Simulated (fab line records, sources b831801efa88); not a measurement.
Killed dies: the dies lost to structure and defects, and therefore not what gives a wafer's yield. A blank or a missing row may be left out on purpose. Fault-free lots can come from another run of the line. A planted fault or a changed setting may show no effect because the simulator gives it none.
A lot that was struck, set against a sound lot + flow sky130 + 17 steps out of a route of 708
Sound: the wafers L301.1, L301.2, L301.5. Wafers struck: L305.1, L305.2, L305.6. The cause is named last.
Per side, at each step with rows, come the tool, then ch with its chambers, and then its first start. Under that, the readings that differ: sound wafers + struck wafers + difference of the means + sigmas: that difference in standard deviations of wafers without a fault.
alike: words and numbers the same on both sides, and readings whose means are apart by under 2 such deviations; not compared: readings that were withheld, readings missing a value for some wafer, numbers with overlapping values and no deviation given by the record, and bounds like >300 which may hide the same value.
A row with sigmas, a row that says differs or no value, or rows on one side alone: a step with any of these is where the two part. Numbers that have no deviation but don't overlap get no sigmas and don't part them. A reading that every wafer of one side lacks parts them only if that side has two wafers or more.

first, 1 step without rows for these wafers: SKY_VT_ADJUST_LVTN_IMPLANT_19.
SKY_VT_ADJUST_LVTN_STRIP_20: strips in O2/N2.
  sound on plasma asher-01 ch 0,1, day 9 17:07; struck on plasma asher-04 ch 0,1, day 10 19:56
  alike: drypump motor current A, oes product au, strip time to endpoint s
  not compared: rf hours counter h
SKY_VT_ADJUST_LVTN_TW_MEAS_21:
  sound on film metro-04 at day 9 17:13; struck on film metro-04 at day 10 20:02
  alike: VT_ADJUST_LVTN_2_TW
then, 7 steps without rows for these wafers: SKY_VT_ADJUST_NCORE_DEHYDRATE_00 (time 60 s); SKY_VT_ADJUST_NCORE_HMDS_01 (prime time 60 s); SKY_VT_ADJUST_NCORE_COAT_02 (resist thk 1140 nm); SKY_VT_ADJUST_NCORE_SOFTBAKE_03 (time 60 s); SKY_VT_ADJUST_NCORE_EXPOSE_04 (exposes mask LVTN COMPLEMENT THIN, target cd 380 nm); SKY_VT_ADJUST_NCORE_PEB_05; SKY_VT_ADJUST_NCORE_DEVELOP_06 (develop time 60 s).
SKY_VT_ADJUST_NCORE_CD_MEAS_07: target cd 380 nm.
  sound on cd sem-01 at day 10 14:41; struck on cd sem-01 at day 11 19:17
  alike: cd nm
SKY_VT_ADJUST_NCORE_OVL_MEAS_08:
  sound on overlay-01 at day 10 14:49; struck on overlay-02 at day 11 19:25
  alike: VT_ADJUST_NCORE_OVL
SKY_VT_ADJUST_NCORE_IMPLANT_09:
  sound on implanter-02 ch 0, day 10 14:51; struck on implanter-02 ch 0, day 11 19:27
| reading            | sound                            | struck                        | difference | sigmas      |
|--------------------|----------------------------------|-------------------------------|------------|-------------|
| dose ions cm2      | 2.3994e+12 2.4022e+12 2.3983e+12 | 7.239e+11 7.224e+11 7.185e+11 | -1.678e+12 | -99 or more |
| faraday current uA | 13.18 13.54 13.35                | 4.01 4.09 4.12                | -9.28      | -34         |
SKY_VT_ADJUST_NCORE_STRIP_10: strips in O2/N2.
  sound on plasma asher-04 ch 0,1, day 10 15:00; struck on plasma asher-02 ch 0,1, day 11 19:36
  alike: drypump motor current A, oes product au, strip time to endpoint s
  not compared: rf hours counter h
SKY_VT_ADJUST_NCORE_TW_MEAS_11:
  sound on film metro-02 at day 10 15:06; struck on film metro-02 at day 11 19:42
| reading            | sound             | struck            | difference | sigmas |
|--------------------|-------------------|-------------------|------------|--------|
| VT_ADJUST_NCORE_TW | 216.5 217.2 217.1 | 156.8 157.4 157.1 | -59.8      | -54    |
then, 1 step without rows for these wafers: SKY_VT_ADJUST_HVTR_DEHYDRATE_00 (time 60 s).
-- a jump in the record: the struck wafers' starts before and after are 38 days apart (it breaks off in module VT_ADJUST_HVTR and resumes in module PAD_OPEN, where the first step shown is number 708 of the route) --
SKY_PAD_OPEN_PROBE_99:
  sound on prober-01 at day 47 12:40; struck on prober-02 at day 49 11:55
| reading                                    | sound                         | struck                        | difference | sigmas |
|--------------------------------------------|-------------------------------|-------------------------------|------------|--------|
| model.etest.nfet_16v.r on ohm um           | 1.423e+04 1.433e+04 1.434e+04 | 1.165e+04 1.147e+04 1.169e+04 | -2.697e+03 |        |
| model.etest.pfet_16v.r on ohm um           | 1.556e+04 1.536e+04 1.556e+04 | 1.731e+04 1.693e+04 1.731e+04 | +1.690e+03 |        |
| model.etest.pfet g5v0d10v5.r on ohm um     | 4748 4762 4749                | 5664 5563 5597                | +855       |        |
| model.etest.tip p.rs ohm sq                | 6888 6863 6898                | 7352 7403 7379                | +495       |        |
| model.etest.pfet_01v8.r on ohm um          | 2860 2890 2870                | 3188 3130 3128                | +275       |        |
| model.etest.res pwell under gate.rs ohm sq | 2281 2281 2280                | 2534 2531 2520                | +248       |        |
| model.etest.nfet g5v0d10v5.r on ohm um     | 1934 1923 1911                | 1672 1652 1664                | -260       |        |
| model.etest.tip_p_5v.rs ohm sq             | 2812 2816 2802                | 3016 3045 3050                | +227       |        |
  alike: killed_at_M0_to_M3, killed_at_M4_up, killed at contacts, killed at front end, killed at other, killed dies, killed open, killed short

WHERE THEY PART
At SKY_VT_ADJUST_NCORE_IMPLANT_09 first; at SKY_VT_ADJUST_NCORE_TW_MEAS_11 last (within this record only). Later steps at which nothing parts them and some readings are alike: SKY_PAD_OPEN_PROBE_99.

WHY: whatever the simulator had introduced
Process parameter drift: implanter-02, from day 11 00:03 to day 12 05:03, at SKY_VT_ADJUST_NCORE_IMPLANT_09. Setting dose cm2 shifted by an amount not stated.
